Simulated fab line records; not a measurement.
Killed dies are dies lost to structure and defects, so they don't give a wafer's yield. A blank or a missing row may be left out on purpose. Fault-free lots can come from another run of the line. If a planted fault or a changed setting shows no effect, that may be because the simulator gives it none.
One fault through the eyes of 2 desks ; flow sky130 ; every desk sees just its own numbers, and what lay behind them comes last

## AT THE TOOL OWNER'S DESK: pvd_sputter-01
The tool's own readings at SKY_METAL5_SPUTTER_02 (material AlCu, target thk 1150 nm, time 63.78 s): means of the sampled wafers that have a number, for each lot that ran on this tool. Marked OUT: a lot whose mean sits more than 4 standard deviations from the usual mean, which makes it out of limits; the brackets give that distance.
Columns: A = throttle_valve_pct at SKY_METAL5_SPUTTER_02, usual 30.5 %
lot;first seen here;A
L184;day 45 07:05;31.0
L185;day 45 12:53;30.6
L186;day 46 00:31;30.6
L189;day 46 16:17;30.4
L192;day 47 10:13;31.0
Result from this desk: across the 5 lots, nothing is out of limits.

## AT THE METROLOGY DESK
Means of the sampled wafers that have a number, per lot and without regard to the tool the lot ran on: this is what the gauges read. Marked OUT: a lot whose mean sits more than 4 standard deviations from the usual mean, which makes it out of limits; the brackets give that distance.
Columns: A = METAL1_OVL at SKY_METAL1_OVL_MEAS_16, usual -5 nm; B = CAP2M_OVL at SKY_CAP2M_OVL_MEAS_12, usual -0.8 nm; C = METAL5_ALCU_RS at SKY_METAL5_RS_MEAS_05, usual 0.02598 ohm/sq; D = METAL5_ALCU_THK at SKY_METAL5_THK_MEAS_06, usual 1176 nm
lot;first seen here;A;B;C;D
L177;day 33 04:02;-11;-1.2;0.02621;1175
L178;day 33 13:00;-2;-0.9;0.02606;1183
L182;day 35 02:40;-6;1.2;0.02578;1189
L184;day 35 17:32;-6;-1.5;0.02587;1167
L185;day 36 01:50;-1;-2.2;0.02584;1181
L186;day 36 13:02;-9;-2.2;0.02589;1185
L189;day 37 08:45;-4;-0.9;0.01779 (-33) OUT;1719 (+36) OUT
L190;day 37 10:40;-5;0.2;0.02593;1172
L192;day 38 06:25;-4;-1.1;0.01772 (-33) OUT;1730 (+37) OUT
L197;day 39 15:51;-7;-0.5;0.02612;1162
This desk's result: L189, L192 out of limits, first on L189 (METAL5_ALCU_RS at SKY_METAL5_RS_MEAS_05), day 46 16:23. In limits: L177, L178, L182, L184, L185, L186, L190, L197.

## PUT TOGETHER
L189, L192 would have let the metrology desk raise an alarm at day 46 16:23.
The tool owner's desk saw nothing out of limits.
On record at the tool owner's desk: L189, L192, within its limits.
On pvd_sputter-01, each named lot ran SKY_METAL5_SPUTTER_02.

## WHAT THE SIMULATOR HAD PUT IN
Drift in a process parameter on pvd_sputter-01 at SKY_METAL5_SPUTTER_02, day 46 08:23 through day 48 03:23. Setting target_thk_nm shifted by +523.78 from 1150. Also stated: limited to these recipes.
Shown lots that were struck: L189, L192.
Hours from the fault's start to each desk's first reading out of limits: the metrology desk, 8.
